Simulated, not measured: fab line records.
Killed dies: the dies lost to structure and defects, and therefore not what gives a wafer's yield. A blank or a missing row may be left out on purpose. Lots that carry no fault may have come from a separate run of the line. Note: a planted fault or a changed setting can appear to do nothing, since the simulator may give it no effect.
Which tool was responsible? | flow sky130 | 39 wafers from 13 lots sampled at 5 of the route's 708 steps

WHAT THE GAUGES READ, wafer by wafer
SKY_NWELL_RS_MEAS_31: the measuring method here is four-point-probe.
lot  | measured     | on            | PWDE_RS (ohm/sq)
L547 | day 5 10:16  | film_metro-04 | 5270 5263 5277
L550 | day 6 00:45  | film_metro-04 | 5291 5322 5305
L552 | day 6 14:20  | film_metro-01 | 5276 5272 5266
L558 | day 8 01:38  | film_metro-02 | 5271 5268 5251
L559 | day 8 13:31  | film_metro-04 | 5304 5277 5283
L561 | day 8 20:34  | film_metro-02 | 5275 5283 5270
L562 | day 9 15:51  | film_metro-01 | 5277 5276 5272
L563 | day 9 21:46  | film_metro-02 | 5307 5312 5275
L565 | day 10 02:12 | film_metro-01 | 5286 5272 5288
L564 | day 10 03:25 | film_metro-02 | 5299 5287 5279
L566 | day 10 05:59 | film_metro-04 | 5262 5279 5262
L569 | day 10 22:52 | film_metro-02 | 5289 5280 5301
L568 | day 10 23:46 | film_metro-04 | 5277 5268 5261

SKY_VT_ADJUST_HVTR_CD_MEAS_07: target cd 380 nm.
lot  | measured     | on        | cd_nm (nm)
L547 | day 9 11:16  | cd_sem-01 | 379 381 382
L550 | day 10 04:56 | cd_sem-01 | 380 381 378
L552 | day 10 23:02 | cd_sem-01 | 377 379 378
L558 | day 12 18:23 | cd_sem-02 | 381 381 383
L559 | day 13 08:20 | cd_sem-01 | 376 376 378
L561 | day 13 18:38 | cd_sem-02 | 379 380 378
L562 | day 14 17:07 | cd_sem-02 | 377 378 379
L563 | day 14 22:56 | cd_sem-01 | 381 382 382
L565 | day 15 06:01 | cd_sem-01 | 372 372 369
L564 | day 15 08:31 | cd_sem-02 | 383 380 382
L566 | day 15 12:13 | cd_sem-01 | 382 383 383
L569 | day 16 07:09 | cd_sem-02 | 375 376 378
L568 | day 16 08:29 | cd_sem-02 | 377 376 379

SKY_LDD_HVP_TW_MEAS_10.
lot  | measured     | on            | LDD_HVP_TW
L547 | day 21 14:07 | film_metro-02 | 456 454 458
L550 | day 22 16:32 | film_metro-02 | 456 451 454
L552 | day 23 11:35 | film_metro-04 | 460 459 462
L558 | day 25 11:47 | film_metro-03 | 560 564 563
L559 | day 26 01:32 | film_metro-02 | 456 454 455
L561 | day 26 20:35 | film_metro-02 | 566 563 564
L562 | day 27 19:31 | film_metro-02 | 456 454 457
L563 | day 27 22:47 | film_metro-03 | 452 448 451
L565 | day 28 08:55 | film_metro-02 | 453 455 451
L564 | day 28 13:07 | film_metro-04 | 457 457 459
L566 | day 28 14:43 | film_metro-04 | 459 461 458
L569 | day 29 09:02 | film_metro-02 | 453 455 454
L568 | day 29 10:05 | film_metro-04 | 458 458 457

EACH LOT AND THE TOOL THAT RAN IT (in order: tool; ch and the chambers of the sampled wafers; start)
lot  | SKY_PWDE_STRIP_09                   | SKY_LDD_HVP_IMPLANT_08
L547 | plasma_asher-03 ch 0,1, day 3 20:21 | implanter-02 ch 0, day 21 13:52
L550 | plasma_asher-01 ch 0,1, day 4 12:20 | implanter-03 ch 0, day 22 16:19
L552 | plasma_asher-03 ch 0,1, day 5 02:31 | implanter-03 ch 0, day 23 11:22
L558 | plasma_asher-02 ch 0,1, day 6 09:04 | implanter-02 ch 0, day 25 11:13
L559 | plasma_asher-03 ch 0,1, day 6 19:03 | implanter-02 ch 0, day 26 01:17
L561 | plasma_asher-02 ch 0,1, day 7 03:21 | implanter-02 ch 0, day 26 20:01
L562 | plasma_asher-02 ch 0, day 7 22:10   | implanter-02 ch 0, day 27 19:16
L563 | plasma_asher-03 ch 0,1, day 8 03:46 | implanter-02 ch 0, day 27 22:33
L565 | plasma_asher-01 ch 0,1, day 8 07:36 | implanter-01 ch 0, day 28 08:40
L564 | plasma_asher-03 ch 0,1, day 8 08:50 | implanter-03 ch 0, day 28 12:52
L566 | plasma_asher-01 ch 0,1, day 8 11:13 | implanter-01 ch 0, day 28 14:28
L569 | plasma_asher-03 ch 0,1, day 9 01:44 | implanter-02 ch 0, day 29 08:49
L568 | plasma_asher-01 ch 0,1, day 9 02:51 | implanter-02 ch 0, day 29 09:51
- SKY_PWDE_STRIP_09: strips in O2/N2.
- SKY_LDD_HVP_IMPLANT_08

WHAT THE TOOLS THEMSELVES READ (means of the sampled wafers that have a number; where no wafer has one, the mark that the record gives instead)
SKY_PWDE_STRIP_09.
lot  | tool            | drypump_motor_current_A (A) | oes_product_au (a.u.) | strip_time_to_endpoint_s (s)
L547 | plasma_asher-03 | 5.6                         | 0.724                 | 36.91
L550 | plasma_asher-01 | 5.8                         | 0.720                 | 37.19
L552 | plasma_asher-03 | 5.6                         | 0.721                 | 37.03
L558 | plasma_asher-02 | 5.8                         | 0.726                 | 36.85
L559 | plasma_asher-03 | 5.6                         | 0.724                 | 36.89
L561 | plasma_asher-02 | 6.0                         | 0.723                 | 36.79
L562 | plasma_asher-02 | 6.2                         | 0.722                 | 36.89
L563 | plasma_asher-03 | 5.9                         | 0.724                 | 36.99
L565 | plasma_asher-01 | 5.3                         | 0.721                 | 36.66
L564 | plasma_asher-03 | 5.6                         | 0.724                 | 36.94
L566 | plasma_asher-01 | 5.8                         | 0.723                 | 36.95
L569 | plasma_asher-03 | 5.9                         | 0.722                 | 36.84
L568 | plasma_asher-01 | 5.3                         | 0.720                 | 36.87

THE ANSWER, worked out from the rows above alone
Rule: usual is defined by the lots themselves. The widest of any qualifying gaps counts: lots, ordered by their means at a reading, are off when they make up no more than a third of the lots, leave a main group of 4 or more, and stand apart from it by 3 or more times the standard deviation of that group's means. A main group whose means are all the same, to the digits that the tables above print for the reading, isn't used. Also off: a lot with no number at a reading for which 4 or more lots have one. Any other lot the step has rows for is counted as sound. First the gauges in route order, then the tools' own readings, where a lot's mean is used as printed above. At the first step where some lot is off, the reading lying furthest off is the one used; lots without a number count as furthest.
Off: L558, L561, at SKY_LDD_HVP_TW_MEAS_10 (LDD_HVP_TW). Main group: mean 456, sd 2.8.
If a tool, at a process step before that reading, ran all the lots that are off and no sound lot after the first of them, it fits. Those tools and the gauges at SKY_LDD_HVP_TW_MEAS_10 are tried in the same way. No candidate that was tried fits.

WHAT THE SIMULATOR PUT IN
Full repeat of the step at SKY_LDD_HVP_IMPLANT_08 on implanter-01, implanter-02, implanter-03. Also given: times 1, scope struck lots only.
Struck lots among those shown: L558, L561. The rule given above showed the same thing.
